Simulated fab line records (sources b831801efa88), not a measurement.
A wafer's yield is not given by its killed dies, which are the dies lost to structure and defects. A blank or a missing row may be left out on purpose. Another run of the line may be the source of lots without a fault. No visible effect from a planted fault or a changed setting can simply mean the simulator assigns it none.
The same fault as seen by 2 desks :: flow sky130 :: only its own numbers are on each desk; what lay behind them is given at the end

FROM THE METROLOGY DESK
Means of the sampled wafers that have a number, per lot and without regard to the tool the lot ran on: this is what the gauges read. A lot is out of limits, marked OUT, if its mean lies more than 4 standard deviations from the usual mean; the brackets give that distance.
Columns: A = VIA2_W_RS at SKY_VIA2_RS_MEAS_22, usual 0.272 ohm/sq; B = VIA2_W_THK at SKY_VIA2_THK_MEAS_23, usual 402 nm
lot: L511
first seen here: day 37 03:57
A: 0.272
B: 393

lot: L515
first seen here: day 38 04:12
A: 0.273
B: 409

lot: L525
first seen here: day 41 16:44
A: 0.269
B: 408

lot: L526
first seen here: day 41 19:59
A: 0.270
B: 406

lot: L527
first seen here: day 42 00:26
A: 0.272
B: 402

lot: L531
first seen here: day 42 23:29
A: 0.269
B: 405
This desk found nothing out of limits on any of the 6 lots.

FOR THE TOOL OWNER'S DESK: pvd_sputter-03
The tool's own readings at SKY_METAL3_SPUTTER_04 (material TiN, target thk 70 nm, time 58.3 s): means of the sampled wafers that have a number, for each lot that ran on this tool. A lot is out of limits, marked OUT, if its mean lies more than 4 standard deviations from the usual mean; the brackets give that distance.
Columns: A = chamber_pressure_pa at SKY_METAL3_SPUTTER_04, usual 0.3999 Pa; B = throttle_valve_pct at SKY_METAL3_SPUTTER_04, usual 30.0 %
lot: L511
first seen here: day 37 04:31
A: 0.3998
B: 29.4

lot: L525
first seen here: day 41 17:15
A: 0.4408 (+48) OUT
B: 28.3

lot: L526
first seen here: day 41 20:34
A: 0.4415 (+48) OUT
B: 29.1
This desk finds L525, L526 out of limits, L525 being first, at day 41 17:15 (chamber_pressure_pa at SKY_METAL3_SPUTTER_04). L511: within limits.

ALL TOGETHER
An alarm could have come from the tool owner's desk at day 41 17:15, on L525, L526.
The metrology desk saw nothing out of limits.
The metrology desk has L525, L526 on record, within its limits.
Of the lots named, all ran SKY_METAL3_SPUTTER_04 on pvd_sputter-03.

WHAT THE SIMULATOR HAD INSERTED
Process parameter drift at SKY_METAL3_SPUTTER_04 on pvd_sputter-03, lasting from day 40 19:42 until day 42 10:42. Setting chamber_pressure_pa shifted by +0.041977 from 0.4. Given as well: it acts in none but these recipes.
Struck lots among those shown: L525, L526.
Each desk's first reading out of limits, in hours after the fault started: the tool owner's desk, 22.
